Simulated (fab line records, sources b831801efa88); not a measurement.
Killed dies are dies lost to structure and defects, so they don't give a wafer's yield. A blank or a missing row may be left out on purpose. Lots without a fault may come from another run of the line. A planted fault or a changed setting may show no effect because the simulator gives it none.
A struck lot beside a sound one | flow sky130 | 35 steps out of a route of 708
Sound: wafers L804.1, L804.2, L804.4. Struck: wafers L811.2, L811.3, L811.5. The cause comes at the end.
At each step with rows: each side's tool, then ch and its chambers, then its first start. Under that, the readings that differ: sound wafers | struck wafers | difference of the means | sigmas: that difference in standard deviations of wafers without a fault.
alike: readings whose means differ by less than 2 such deviations, and words and numbers that are the same on both sides. not compared: withheld readings, readings that some wafer has no value for, bounds like >300 that may hide the same value, and numbers for which the record gives no deviation and whose values overlap.
The two part at a step that has a row with sigmas, a row that says differs or no value, or rows on one side only. Numbers that don't overlap but have no deviation are shown without sigmas and don't part them. A reading that every wafer of one side lacks parts them only if that side has two wafers or more.

first, 10 steps without rows for these wafers: SKY_RES_PROTECT_DEHYDRATE_00 (time 60 s); SKY_RES_PROTECT_HMDS_01 (prime time 60 s); SKY_RES_PROTECT_COAT_02 (resist thk 1140 nm); SKY_RES_PROTECT_SOFTBAKE_03 (time 60 s); SKY_RES_PROTECT_EXPOSE_04 (exposes mask RPM, target cd 1270 nm); SKY_RES_PROTECT_PEB_05; SKY_RES_PROTECT_DEVELOP_06 (develop time 60 s); SKY_POLY_GATE_IMPLANT_02; SKY_RES_PROTECT_STRIP_07 (strips in O2/N2); SKY_RES_PROTECT_CLEAN_09 (cleans in SC1/SC2, time 150 s).
SKY_POLY_GATE_CVD_03: deposits Si3N4 from DCS/NH3, target thk 75 nm, time 1290 s.
  sound on lpcvd-02 ch 0, day 17 00:31; struck on lpcvd-02 ch 1, day 19 08:15
  alike: spike_tc_centre_C, spike_tc_top_C, susceptor_temp_C
then, 23 steps without rows for these wafers: SKY_POLY_GATE_DEHYDRATE_05 (time 60 s); SKY_POLY_GATE_HMDS_06 (prime time 60 s); SKY_POLY_GATE_COAT_07 (resist thk 110 nm); SKY_POLY_GATE_COAT_08 (resist thk 450 nm); SKY_POLY_GATE_SOFTBAKE_09 (time 90 s); SKY_POLY_GATE_EXPOSE_10 (exposes mask P1M, target cd 150 nm); SKY_POLY_GATE_PEB_11; SKY_POLY_GATE_DEVELOP_12 (develop time 60 s); SKY_POLY_GATE_ETCH_15 (etches BARC in N2/H2, stops on SiO2, time 118.5 s, target depth 110 nm); SKY_POLY_GATE_ETCH_16 (etches Si3N4 in CH3F/O2, stops on poly-Si, time 147.5 s, target depth 75 nm); SKY_POLY_GATE_ETCH_17 (etches poly-Si in HBr/Cl2, stops on SiO2, target depth 180 nm, time 70.5 s); SKY_POLY_GATE_STRIP_18 (strips in O2/N2); SKY_POLY_GATE_CLEAN_19 (cleans in SC1/SC2, time 150 s); SKY_POLY_GATE_OXIDATION_20 (stabilise 600 s, purge 300 s, target thk 4 nm); SKY_LDD_N_DEHYDRATE_00 (time 60 s); SKY_LDD_N_HMDS_01 (prime time 60 s); SKY_LDD_N_COAT_02 (resist thk 300 nm); SKY_LDD_N_SOFTBAKE_03 (time 60 s); SKY_LDD_N_EXPOSE_04 (exposes mask NTM, target cd 840 nm); SKY_LDD_N_PEB_05; SKY_LDD_N_DEVELOP_06 (develop time 60 s); SKY_LDD_N_IMPLANT_08; SKY_LDD_N_IMPLANT_09.
-- the record jumps here: 30 days lie between the struck wafers' starts before and after (it left off in module LDD_N and takes up again in module PAD_OPEN, whose first step shown is number 708 of the route) --
SKY_PAD_OPEN_PROBE_99:
  sound on prober-01, day 47 13:09; struck on prober-02, day 49 07:23
  reading             | sound     | struck                                                                     | difference                   | sigmas
  hold                | - - -     | await_dispo/4.6h/release await_dispo/4.6h/release await_dispo/4.6h/release | no value on the sound wafers |
  killed_at_front_end | 27 15 17  | 43 47 49                                                                   | +27                          | +6
  killed_dies         | 101 86 82 | 122 115 125                                                                | +31                          | +3
  alike: killed_at_M0_to_M3, killed_at_M4_up, killed_at_contacts, killed_at_other, killed_open, killed_short

WHERE THEY PART
Only at SKY_PAD_OPEN_PROBE_99, within this record.

WHY: what the simulator had put in
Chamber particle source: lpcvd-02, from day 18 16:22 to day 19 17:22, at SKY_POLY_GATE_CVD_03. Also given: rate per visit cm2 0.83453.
